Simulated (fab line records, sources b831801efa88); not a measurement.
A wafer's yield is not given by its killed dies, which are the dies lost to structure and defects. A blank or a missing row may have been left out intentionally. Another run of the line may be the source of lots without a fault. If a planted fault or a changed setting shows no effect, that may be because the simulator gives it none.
What tool caused it? / flow gf180mcu / 7 lots (21 wafers sampled), 1 step of a 602-step route

## WHAT THE GAUGES READ, wafer by wafer
GF_STI_BOW_MEAS_00.
lot=L428; measured=day 1 20:00; on=filmMetro-03; INCOMING_BOW (um)=3 -11 1
lot=L431; measured=day 2 11:00; on=filmMetro-04; INCOMING_BOW (um)=3 -3 -1
lot=L434; measured=day 3 02:00; on=filmMetro-03; INCOMING_BOW (um)=2 -2 -11
lot=L437; measured=day 3 17:00; on=filmMetro-04; INCOMING_BOW (um)=-5 10 9
lot=L440; measured=day 4 08:01; on=filmMetro-02; INCOMING_BOW (um)=3 3 -8
lot=L444; measured=day 5 04:01; on=filmMetro-02; INCOMING_BOW (um)=2 3 -1
lot=L448; measured=day 6 00:01; on=filmMetro-03; INCOMING_BOW (um)=11 -3 0

## EACH LOT AND THE TOOL THAT RAN IT (in order: tool; ch and the chambers of the sampled wafers; start)
The record holds no process step before these readings.

## THE ANSWER, worked out from the rows above alone
Rule: the usual values come from the lots themselves. Put in order of their means at a reading, lots are off if they are a third of the lots or fewer, leave a main group of 4 or more, and stand apart from it by a gap of 3 or more times the standard deviation of the main group's means; of several such gaps the widest counts. A main group whose means are all the same, to the digits that the tables above print for the reading, isn't used. A lot without any number at a reading at which 4 lots or more have one is off too. Where the step has rows for the other lots, those lots are counted as sound.
Nothing can be told from this: no lot is off at any reading shown.

## WHAT HAD BEEN PUT IN BY THE SIMULATOR
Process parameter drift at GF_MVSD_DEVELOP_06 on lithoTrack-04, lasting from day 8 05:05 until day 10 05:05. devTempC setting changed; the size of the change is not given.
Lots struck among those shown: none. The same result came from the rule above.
